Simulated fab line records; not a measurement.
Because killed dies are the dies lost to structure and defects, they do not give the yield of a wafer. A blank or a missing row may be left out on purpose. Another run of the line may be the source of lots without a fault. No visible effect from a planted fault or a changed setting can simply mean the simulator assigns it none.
fab line records	flow gf180mcu	part 1 of 2: steps 1 to 32 of 42
[record] lots = 5	wafers = 15	last-day = 33
route steps=602 shown VT_IMPLANT@95 MVSD@136
lots with no fault: from the same line, run without faults
start-h: hours from the record's opening day to when the first of the lot's shown wafers began	wait-h: hours since the lot's step before	" same as the row above	L1.1+2: a row that stands for several wafers	- value missing, or start not given	* or withheld: withheld	< > ~ a bound
route shown NAME@n: names a module that has steps shown in the file, with the first one's number in the route	usual: the fault-free wafers' mean and standard deviation	same: alike in all rows	chamber/n: place in a boat	sites: each site's reading	_std_site: standard deviation of those values	_edge_site: inner sites' mean taken away from outer sites' mean	radius-mm: for every site, how far away it sits from the centre of the wafer	mask NAME#n: copy n	behind: the tool/chamber that last shaped the wafer	hold: why the lot was held/for how many hours/how that ended	device: the transistor (n, p or np) that didn't switch	end of line: the tests these same wafers got at the end of their route	a step with no rows: only its recipe	killed: count of dies lost to structure and defects at first sort (not the wafer's yield)	map: the dies of a wafer, with x for killed, . for not killed, _ for no die there
set.NAME: the run value of the setting; set.NAME@STEP: its run value at that earlier step	model.NAME: the simulator's own value behind a step, which no gauge read
lots seen at some steps along the route; tables by step, rows by wafer
services: when a tool's chamber went out of use (start-h, in hours from the record's first day, below 0 if earlier), for how many hours, and the reason
[[steps]]
[step GF_VT_IMPLANT_PEB_05]
[recipe] temp-c = withheld	time-s = *	resist = NOVOLAK
lot.wafer	tool	chamber	start-h	wait-h
L084.1+5+6	litho-track-02	0	-	-
L085.2+3+5	litho-track-04	0	-	-
L090.3+5+6	litho-track-02	0	-	-
L092.3+4+6	litho-track-04	0	-	-
L093.1+4+6	litho-track-03	0	-	-
[step GF_VT_IMPLANT_DEVELOP_06]
[recipe] develop-time-s = 60	dev-temp-c = 23
lot.wafer	tool	chamber	start-h	wait-h
L084.1+5+6	litho-track-02	0	174.08	0.1
L085.2+3+5	litho-track-04	0	179.94	0.1
L090.3+5+6	litho-track-02	0	206.28	0.1
L092.3+4+6	litho-track-04	0	220.26	0.1
L093.1+4+6	litho-track-03	0	227.97	0.1
[step GF_VT_IMPLANT_OVL_MEAS_07]
[usual] VT_IMPLANT_OVL = -0.8/1.4
lot.wafer	tool	chamber	start-h	wait-h	VT_IMPLANT_OVL[nm]
L084.1	overlay-01	-	174.23	0.1	0.6
L084.5	"	-	"	"	0.6
L084.6	"	-	"	"	1.1
L085.2	overlay-02	-	180.07	0.1	-1.1
L085.3	"	-	"	"	-1.4
L085.5	"	-	"	"	-1.1
L090.3	overlay-01	-	206.39	0.1	-2.8
L090.5	"	-	"	"	-2.4
L090.6	"	-	"	"	-0.7
L092.3	overlay-01	-	220.38	0.1	-2.7
L092.4	"	-	"	"	-0.6
L092.6	"	-	"	"	0.4
L093.1	overlay-02	-	228.12	0.1	-0.2
L093.4	"	-	"	"	0.8
L093.6	"	-	"	"	0.7
[step GF_VT_IMPLANT_IMPLANT_08]
[recipe] species = BF2	energy-kev = 20	dose-cm2 = 8.29e+12	tilt-deg = 7
[usual] beam-on-s = 9.99/0.2
lot.wafer	tool	chamber	start-h	wait-h	beam-on-s
L084.1	implanter-01	0	174.27	0.0	10.28
L084.5	"	0	"	"	10.38
L084.6	"	0	"	"	9.81
L085.2	implanter-01	0	180.13	0.0	10.00
L085.3	"	0	"	"	9.89
L085.5	"	0	"	"	9.98
L090.3	implanter-04	0	206.47	0.1	10.07
L090.5	"	0	"	"	9.99
L090.6	"	0	"	"	9.82
L092.3	implanter-04	0	220.45	0.1	10.17
L092.4	"	0	"	"	9.72
L092.6	"	0	"	"	9.89
L093.1	implanter-01	0	228.16	0.0	9.51
L093.4	"	0	"	"	9.84
L093.6	"	0	"	"	10.23
[step GF_VT_IMPLANT_STRIP_09]
[recipe] chemistry = O2/N2	power-w = 1400	pressure-mtorr = 1500	platen-temp-c = 250	o2-flow-sccm = 3000	n2-flow-sccm = 300	overash-fraction = 0.5
[usual] drypump-motor-current-A = 5.6/0.53	heater-power-w = 337/25	oes-product-au = 0.716/0.0047	strip-time-to-endpoint-s = 12.63/0.031
lot.wafer	tool	chamber	start-h	wait-h	drypump-motor-current-A	heater-power-w	oes-product-au	rf-hours-counter-h	strip-time-to-endpoint-s
L084.1	plasma-asher-03	1	174.42	0.1	5.5	327	0.721	6	12.57
L084.5	"	1	"	"	5.5	327	0.718	-	12.57
L084.6	"	0	"	"	6.2	312	0.717	-	12.55
L085.2	plasma-asher-01	0	180.25	0.1	6.1	336	0.715	31	12.64
L085.3	"	0	"	"	6.1	335	0.717	-	12.65
L085.5	"	0	"	"	6.1	335	0.724	-	12.65
L090.3	plasma-asher-02	0	206.60	0.1	5.1	361	0.724	-	12.58
L090.5	"	1	"	"	4.6	350	0.719	-	12.61
L090.6	"	0	"	"	5.1	358	0.712	-	12.64
L092.3	plasma-asher-01	0	220.58	0.1	6.1	332	0.716	-	12.65
L092.4	"	1	"	"	5.1	382	0.722	-	12.66
L092.6	"	0	"	"	6.1	335	0.723	-	12.68
L093.1	plasma-asher-02	1	228.31	0.1	4.7	345	0.723	61	12.60
L093.4	"	0	"	"	5.1	349	0.718	-	12.66
L093.6	"	0	"	"	5.1	357	0.711	-	12.62
[step GF_VT_IMPLANT_TW_MEAS_10]
[usual] VT_IMPLANT_TW = 566/5.4
lot.wafer	tool	chamber	start-h	wait-h	VT_IMPLANT_TW
L084.1	film-metro-02	-	174.52	0.1	568
L084.5	"	-	"	"	572
L084.6	"	-	"	"	568
L085.2	film-metro-03	-	180.36	0.1	562
L085.3	"	-	"	"	566
L085.5	"	-	"	"	563
L090.3	film-metro-02	-	206.69	0.1	561
L090.5	"	-	"	"	561
L090.6	"	-	"	"	557
L092.3	film-metro-03	-	220.67	0.1	561
L092.4	"	-	"	"	564
L092.6	"	-	"	"	563
L093.1	film-metro-02	-	228.41	0.1	567
L093.4	"	-	"	"	564
L093.6	"	-	"	"	562
[step GF_VT_IMPLANT_DEHYDRATE_11]
[recipe] temp-c = 200	time-s = 60
lot.wafer	tool	chamber	start-h	wait-h
L084.1+5+6	litho-track-04	0	182.01	7.5
L085.2+3+5	litho-track-02	0	188.26	7.9
L090.3+5+6	litho-track-03	0	214.92	8.2
L092.3+4+6	litho-track-03	0	228.77	8.1
L093.1+4+6	litho-track-02	0	237.13	8.7
[step GF_VT_IMPLANT_HMDS_12]
[recipe] prime-time-s = 60	prime-temp-c = 120
lot.wafer	tool	chamber	start-h	wait-h
L084.1+5+6	litho-track-04	0	182.16	0.1
L085.2+3+5	litho-track-02	0	188.41	0.1
L090.3+5+6	litho-track-03	0	215.07	0.1
L092.3+4+6	litho-track-03	0	228.92	0.1
L093.1+4+6	litho-track-02	0	237.28	0.1
[step GF_VT_IMPLANT_COAT_13]
[recipe] resist = NOVOLAK	spin-rpm = 3000	resist-thk-nm = 1000
lot.wafer	tool	chamber	start-h	wait-h
L084.1+5+6	litho-track-04	0	182.31	0.1
L085.2+3+5	litho-track-02	0	188.56	0.1
L090.3+5+6	litho-track-03	0	215.22	0.1
L092.3+4+6	litho-track-03	0	229.07	0.1
L093.1+4+6	litho-track-02	0	237.43	0.1
[step GF_VT_IMPLANT_SOFTBAKE_14]
[recipe] temp-c = 90	time-s = 60	resist = NOVOLAK
lot.wafer	tool	chamber	start-h	wait-h
L084.1+5+6	litho-track-04	0	182.46	0.1
L085.2+3+5	litho-track-02	0	188.71	0.1
L090.3+5+6	litho-track-03	0	215.37	0.1
L092.3+4+6	litho-track-03	0	229.22	0.1
L093.1+4+6	litho-track-02	0	237.58	0.1
[step GF_VT_IMPLANT_EXPOSE_15]
[recipe] mask-id = Nwell_LV_AREA	target-cd-nm = 860	na = 0.6	source-shape = conventional	sigma-outer = 0.6	dose-mj = 140
[usual] focus-offset-nm = -0.1/0.51	reticle-temp-C = 22.98/0.11
lot.wafer	tool	chamber	start-h	wait-h	mask	focus-offset-nm	reticle-temp-C
L084.1	iline-stepper-02	0	-	-	Nwell_LV_AREA#0	0.2	23.00
L084.5	"	0	"	"	Nwell_LV_AREA#0	-0.3	22.97
L084.6	"	0	"	"	Nwell_LV_AREA#0	0.2	23.20
L085.2	iline-stepper-01	0	-	-	Nwell_LV_AREA#0	-1.7	23.03
L085.3	"	0	"	"	Nwell_LV_AREA#0	-0.5	23.09
L085.5	"	0	"	"	Nwell_LV_AREA#0	-1.7	22.89
L090.3	iline-stepper-02	0	-	-	Nwell_LV_AREA#0	-0.5	23.08
L090.5	"	0	"	"	Nwell_LV_AREA#0	0.6	23.19
L090.6	"	0	"	"	Nwell_LV_AREA#0	0.8	23.06
L092.3	iline-stepper-01	0	-	-	Nwell_LV_AREA#0	-0.3	22.85
L092.4	"	0	"	"	Nwell_LV_AREA#0	-0.6	22.89
L092.6	"	0	"	"	Nwell_LV_AREA#0	0.6	22.66
L093.1	iline-stepper-01	0	-	-	Nwell_LV_AREA#0	0.1	23.04
L093.4	"	0	"	"	Nwell_LV_AREA#0	-1.0	22.88
L093.6	"	0	"	"	Nwell_LV_AREA#0	0.0	22.97
[step GF_VT_IMPLANT_PEB_16]
[recipe] temp-c = withheld	time-s = *	resist = NOVOLAK
lot.wafer	tool	chamber	start-h	wait-h
L084.1+5+6	litho-track-04	0	-	-
L085.2+3+5	litho-track-03	0	-	-
L090.3+5+6	litho-track-03	0	-	-
L092.3+4+6	litho-track-02	0	-	-
L093.1+4+6	litho-track-03	0	-	-
[step GF_VT_IMPLANT_DEVELOP_17]
[recipe] develop-time-s = 60	dev-temp-c = 23
lot.wafer	tool	chamber	start-h	wait-h
L084.1+5+6	litho-track-04	0	190.91	0.1
L085.2+3+5	litho-track-03	0	196.65	0.1
L090.3+5+6	litho-track-03	0	224.47	0.1
L092.3+4+6	litho-track-02	0	238.53	0.1
L093.1+4+6	litho-track-03	0	247.02	0.1
[step GF_VT_IMPLANT_OVL_MEAS_18]
[usual] VT_IMPLANT_01_OVL = -0.4/1.4
lot.wafer	tool	chamber	start-h	wait-h	VT_IMPLANT_01_OVL[nm]
L084.1	overlay-02	-	191.06	0.1	0.4
L084.5	"	-	"	"	-0.1
L084.6	"	-	"	"	1.5
L085.2	overlay-02	-	196.78	0.1	-0.4
L085.3	"	-	"	"	-0.4
L085.5	"	-	"	"	-1.7
L090.3	overlay-02	-	224.59	0.1	-0.5
L090.5	"	-	"	"	-2.1
L090.6	"	-	"	"	0.2
L092.3	overlay-02	-	238.64	0.1	0.7
L092.4	"	-	"	"	-1.4
L092.6	"	-	"	"	0.8
L093.1	overlay-01	-	247.17	0.1	0.0
L093.4	"	-	"	"	-1.6
L093.6	"	-	"	"	-0.2
[step GF_VT_IMPLANT_IMPLANT_19]
[recipe] species = As	energy-kev = 100	dose-cm2 = 4.35e+12	tilt-deg = 7
[usual] beam-on-s = 9.98/0.19
lot.wafer	tool	chamber	start-h	wait-h	beam-on-s
L084.1	implanter-01	0	191.10	0.0	9.78
L084.5	"	0	"	"	9.98
L084.6	"	0	"	"	10.08
L085.2	implanter-02	0	196.83	0.0	10.30
L085.3	"	0	"	"	10.16
L085.5	"	0	"	"	10.25
L090.3	implanter-01	0	224.66	0.1	9.78
L090.5	"	0	"	"	10.20
L090.6	"	0	"	"	10.00
L092.3	implanter-02	0	238.72	0.1	10.16
L092.4	"	0	"	"	10.20
L092.6	"	0	"	"	10.00
L093.1	implanter-01	0	247.21	0.0	9.90
L093.4	"	0	"	"	10.08
L093.6	"	0	"	"	9.52
[step GF_VT_IMPLANT_STRIP_20]
[recipe] chemistry = O2/N2	power-w = 1400	pressure-mtorr = 1500	platen-temp-c = 250	o2-flow-sccm = 3000	n2-flow-sccm = 300	overash-fraction = 0.5
[usual] drypump-motor-current-A = 5.4/0.57	heater-power-w = 340/22	oes-product-au = 0.716/0.0045	strip-time-to-endpoint-s = 12.622/0.029
lot.wafer	tool	chamber	start-h	wait-h	drypump-motor-current-A	heater-power-w	oes-product-au	rf-hours-counter-h	strip-time-to-endpoint-s
L084.1	plasma-asher-03	0	191.25	0.1	6.2	313	0.717	8	12.647
L084.5	"	1	"	"	5.5	323	0.716	-	12.661
L084.6	"	0	"	"	6.2	311	0.720	-	12.660
L085.2	plasma-asher-01	1	196.96	0.1	5.1	392	0.719	33	12.607
L085.3	"	0	"	"	6.1	328	0.714	-	12.617
L085.5	"	0	"	"	6.1	337	0.721	-	12.595
L090.3	plasma-asher-02	1	224.79	0.1	4.6	362	0.717	-	12.626
L090.5	"	0	"	"	5.1	352	0.718	-	12.621
L090.6	"	1	"	"	4.6	335	0.713	-	12.615
L092.3	plasma-asher-02	0	238.85	0.1	5.1	349	0.719	-	12.587
L092.4	"	1	"	"	4.6	350	0.718	-	12.594
L092.6	"	0	"	"	5.1	343	0.713	-	12.596
L093.1	plasma-asher-03	0	247.36	0.1	6.2	303	0.712	14	12.649
L093.4	"	1	"	"	5.5	331	0.712	-	12.654
L093.6	"	1	"	"	5.5	324	0.712	-	12.664
[step GF_VT_IMPLANT_TW_MEAS_21]
[usual] VT_IMPLANT_2_TW = 1226/11
lot.wafer	tool	chamber	start-h	wait-h	VT_IMPLANT_2_TW
L084.1	film-metro-04	-	191.35	0.1	1239
L084.5	"	-	"	"	1239
L084.6	"	-	"	"	1238
L085.2	film-metro-03	-	197.07	0.1	1206
L085.3	"	-	"	"	1203
L085.5	"	-	"	"	1205
L090.3	film-metro-04	-	224.88	0.1	1231
L090.5	"	-	"	"	1236
L090.6	"	-	"	"	1231
L092.3	film-metro-03	-	238.94	0.1	1217
L092.4	"	-	"	"	1217
L092.6	"	-	"	"	1214
L093.1	film-metro-02	-	247.46	0.1	1225
L093.4	"	-	"	"	1226
L093.6	"	-	"	"	1218
[step GF_VT_IMPLANT_DEHYDRATE_22]
[recipe] temp-c = 200	time-s = 60
lot.wafer	tool	chamber	start-h	wait-h
L084.1+5+6	litho-track-04	0	199.16	7.8
L085.2+3+5	litho-track-04	0	205.19	8.1
L090.3+5+6	litho-track-04	0	233.31	8.4
L092.3+4+6	litho-track-02	0	248.03	9.1
L093.1+4+6	litho-track-03	0	256.42	9.0
[step GF_VT_IMPLANT_HMDS_23]
[recipe] prime-time-s = 60	prime-temp-c = 120
lot.wafer	tool	chamber	start-h	wait-h
L084.1+5+6	litho-track-04	0	199.31	0.1
L085.2+3+5	litho-track-04	0	205.34	0.1
L090.3+5+6	litho-track-04	0	233.46	0.1
L092.3+4+6	litho-track-02	0	248.18	0.1
L093.1+4+6	litho-track-03	0	256.57	0.1
[step GF_VT_IMPLANT_COAT_24]
[recipe] resist = NOVOLAK	spin-rpm = 3000	resist-thk-nm = 1000
lot.wafer	tool	chamber	start-h	wait-h
L084.1+5+6	litho-track-04	0	199.46	0.1
L085.2+3+5	litho-track-04	0	205.49	0.1
L090.3+5+6	litho-track-04	0	233.61	0.1
L092.3+4+6	litho-track-02	0	248.33	0.1
L093.1+4+6	litho-track-03	0	256.72	0.1
[step GF_VT_IMPLANT_SOFTBAKE_25]
[recipe] temp-c = 90	time-s = 60	resist = NOVOLAK
lot.wafer	tool	chamber	start-h	wait-h
L084.1+5+6	litho-track-04	0	199.61	0.1
L085.2+3+5	litho-track-04	0	205.64	0.1
L090.3+5+6	litho-track-04	0	233.76	0.1
L092.3+4+6	litho-track-02	0	248.48	0.1
L093.1+4+6	litho-track-03	0	256.87	0.1
[step GF_VT_IMPLANT_EXPOSE_26]
[recipe] mask-id = LVPWELL_HV_AREA	target-cd-nm = 860	na = 0.6	source-shape = conventional	sigma-outer = 0.6	dose-mj = 140
[usual] focus-offset-nm = -0.1/0.45	reticle-temp-C = 23.00/0.1
lot.wafer	tool	chamber	start-h	wait-h	mask	focus-offset-nm	reticle-temp-C
L084.1	iline-stepper-02	0	-	-	LVPWELL_HV_AREA#0	-0.7	23.18
L084.5	"	0	"	"	LVPWELL_HV_AREA#0	-0.4	23.01
L084.6	"	0	"	"	LVPWELL_HV_AREA#0	-0.2	22.88
L085.2	iline-stepper-02	0	-	-	LVPWELL_HV_AREA#0	-0.5	23.12
L085.3	"	0	"	"	LVPWELL_HV_AREA#0	-0.8	23.10
L085.5	"	0	"	"	LVPWELL_HV_AREA#0	-0.9	23.01
L090.3	iline-stepper-01	0	-	-	LVPWELL_HV_AREA#0	-0.9	22.99
L090.5	"	0	"	"	LVPWELL_HV_AREA#0	-0.3	22.89
L090.6	"	0	"	"	LVPWELL_HV_AREA#0	-0.9	23.05
L092.3	iline-stepper-01	0	-	-	LVPWELL_HV_AREA#0	-0.3	23.05
L092.4	"	0	"	"	LVPWELL_HV_AREA#0	-0.9	23.18
L092.6	"	0	"	"	LVPWELL_HV_AREA#0	-0.5	22.92
L093.1	iline-stepper-02	0	-	-	LVPWELL_HV_AREA#0	0.1	22.95
L093.4	"	0	"	"	LVPWELL_HV_AREA#0	-0.2	23.12
L093.6	"	0	"	"	LVPWELL_HV_AREA#0	-0.9	23.14
[step GF_VT_IMPLANT_PEB_27]
[recipe] temp-c = withheld	time-s = *	resist = NOVOLAK
lot.wafer	tool	chamber	start-h	wait-h
L084.1+5+6	litho-track-03	0	-	-
L085.2+3+5	litho-track-02	0	-	-
L090.3+5+6	litho-track-04	0	-	-
L092.3+4+6	litho-track-02	0	-	-
L093.1+4+6	litho-track-02	0	-	-
[step GF_VT_IMPLANT_DEVELOP_28]
[recipe] develop-time-s = 60	dev-temp-c = 23
lot.wafer	tool	chamber	start-h	wait-h
L084.1+5+6	litho-track-03	0	207.87	0.1
L085.2+3+5	litho-track-02	0	214.41	0.1
L090.3+5+6	litho-track-04	0	242.96	0.1
L092.3+4+6	litho-track-02	0	257.88	0.1
L093.1+4+6	litho-track-02	0	266.08	0.1
[step GF_VT_IMPLANT_OVL_MEAS_29]
[usual] VT_IMPLANT_02_OVL = -0.1/1.5
lot.wafer	tool	chamber	start-h	wait-h	VT_IMPLANT_02_OVL[nm]
L084.1	overlay-02	-	208.02	0.1	0.9
L084.5	"	-	"	"	-0.6
L084.6	"	-	"	"	-1.2
L085.2	overlay-02	-	214.54	0.1	-0.2
L085.3	"	-	"	"	-1.5
L085.5	"	-	"	"	0.8
L090.3	overlay-01	-	243.08	0.1	0.1
L090.5	"	-	"	"	-1.1
L090.6	"	-	"	"	-1.7
L092.3	overlay-01	-	257.99	0.1	0.0
L092.4	"	-	"	"	-0.6
L092.6	"	-	"	"	0.4
L093.1	overlay-02	-	266.23	0.1	0.8
L093.4	"	-	"	"	1.4
L093.6	"	-	"	"	0.3
[step GF_VT_IMPLANT_IMPLANT_30]
[recipe] species = B	energy-kev = 25	dose-cm2 = 2.534e+12	tilt-deg = 7
[usual] beam-on-s = 10.01/0.2
lot.wafer	tool	chamber	start-h	wait-h	beam-on-s
L084.1	implanter-02	0	208.06	0.0	10.31
L084.5	"	0	"	"	10.13
L084.6	"	0	"	"	10.24
L085.2	implanter-01	0	214.59	0.0	9.95
L085.3	"	0	"	"	10.19
L085.5	"	0	"	"	10.30
L090.3	implanter-04	0	243.15	0.1	10.18
L090.5	"	0	"	"	9.83
L090.6	"	0	"	"	10.12
L092.3	implanter-01	0	258.07	0.1	10.14
L092.4	"	0	"	"	9.77
L092.6	"	0	"	"	10.18
L093.1	implanter-04	0	266.27	0.0	10.04
L093.4	"	0	"	"	9.94
L093.6	"	0	"	"	9.97
[step GF_VT_IMPLANT_STRIP_31]
[recipe] chemistry = O2/N2	power-w = 1400	pressure-mtorr = 1500	platen-temp-c = 250	o2-flow-sccm = 3000	n2-flow-sccm = 300	overash-fraction = 0.5
[usual] drypump-motor-current-A = 5.4/0.56	heater-power-w = 347/25	oes-product-au = 0.716/0.0047	strip-time-to-endpoint-s = 12.64/0.033
lot.wafer	tool	chamber	start-h	wait-h	drypump-motor-current-A	heater-power-w	oes-product-au	rf-hours-counter-h	strip-time-to-endpoint-s
L084.1	plasma-asher-02	1	208.21	0.1	4.7	345	0.722	59	12.70
L084.5	"	1	"	"	4.7	350	0.712	-	12.67
L084.6	"	0	"	"	5.1	355	0.718	-	12.67
L085.2	plasma-asher-01	0	214.72	0.1	6.1	339	0.717	35	12.62
L085.3	"	1	"	"	5.1	389	0.717	-	12.61
L085.5	"	0	"	"	6.1	330	0.714	-	12.63
L090.3	plasma-asher-01	1	243.28	0.1	5.1	385	0.713	-	12.58
L090.5	"	0	"	"	6.1	337	0.716	-	12.59
L090.6	"	1	"	"	5.1	378	0.715	-	12.59
L092.3	plasma-asher-01	0	258.20	0.1	6.1	345	0.715	-	12.66
L092.4	"	1	"	"	5.1	372	0.713	-	12.62
L092.6	"	0	"	"	6.1	339	0.717	-	12.71
L093.1	plasma-asher-01	1	266.42	0.1	5.1	386	0.708	41	12.65
L093.4	"	1	"	"	5.1	398	0.718	-	12.66
L093.6	"	0	"	"	6.1	321	0.723	-	12.65
[step GF_VT_IMPLANT_TW_MEAS_32]
[usual] VT_IMPLANT_3_TW = 270.9/2.3
lot.wafer	tool	chamber	start-h	wait-h	VT_IMPLANT_3_TW
L084.1	film-metro-04	-	208.31	0.1	272.2
L084.5	"	-	"	"	273.7
L084.6	"	-	"	"	274.4
L085.2	film-metro-02	-	214.83	0.1	268.2
L085.3	"	-	"	"	268.6
L085.5	"	-	"	"	267.5
L090.3	film-metro-02	-	243.37	0.1	270.5
L090.5	"	-	"	"	270.6
L090.6	"	-	"	"	271.2
L092.3	film-metro-02	-	258.29	0.1	270.3
L092.4	"	-	"	"	271.1
L092.6	"	-	"	"	269.9
L093.1	film-metro-03	-	266.52	0.1	270.3
L093.4	"	-	"	"	271.5
L093.6	"	-	"	"	269.6
[step GF_VT_IMPLANT_DEHYDRATE_33]
[recipe] temp-c = 200	time-s = 60
lot.wafer	tool	chamber	start-h	wait-h
L084.1+5+6	litho-track-03	0	216.67	8.4
L085.2+3+5	litho-track-03	0	223.10	8.3
L090.3+5+6	litho-track-04	0	251.76	8.4
L092.3+4+6	litho-track-03	0	266.82	8.5
L093.1+4+6	litho-track-02	0	276.23	9.7
[step GF_VT_IMPLANT_HMDS_34]
[recipe] prime-time-s = 60	prime-temp-c = 120
lot.wafer	tool	chamber	start-h	wait-h
L084.1+5+6	litho-track-03	0	216.82	0.1
L085.2+3+5	litho-track-03	0	223.25	0.1
L090.3+5+6	litho-track-04	0	251.91	0.1
L092.3+4+6	litho-track-03	0	266.97	0.1
L093.1+4+6	litho-track-02	0	276.38	0.1
[step GF_VT_IMPLANT_COAT_35]
[recipe] resist = NOVOLAK	spin-rpm = 3000	resist-thk-nm = 1000
lot.wafer	tool	chamber	start-h	wait-h
L084.1+5+6	litho-track-03	0	216.97	0.1
L085.2+3+5	litho-track-03	0	223.40	0.1
L090.3+5+6	litho-track-04	0	252.06	0.1
L092.3+4+6	litho-track-03	0	267.12	0.1
L093.1+4+6	litho-track-02	0	276.53	0.1
[step GF_VT_IMPLANT_SOFTBAKE_36]
[recipe] temp-c = 90	time-s = 60	resist = NOVOLAK
lot.wafer	tool	chamber	start-h	wait-h
L084.1+5+6	litho-track-03	0	217.12	0.1
L085.2+3+5	litho-track-03	0	223.55	0.1
L090.3+5+6	litho-track-04	0	252.21	0.1
L092.3+4+6	litho-track-03	0	267.27	0.1
L093.1+4+6	litho-track-02	0	276.68	0.1
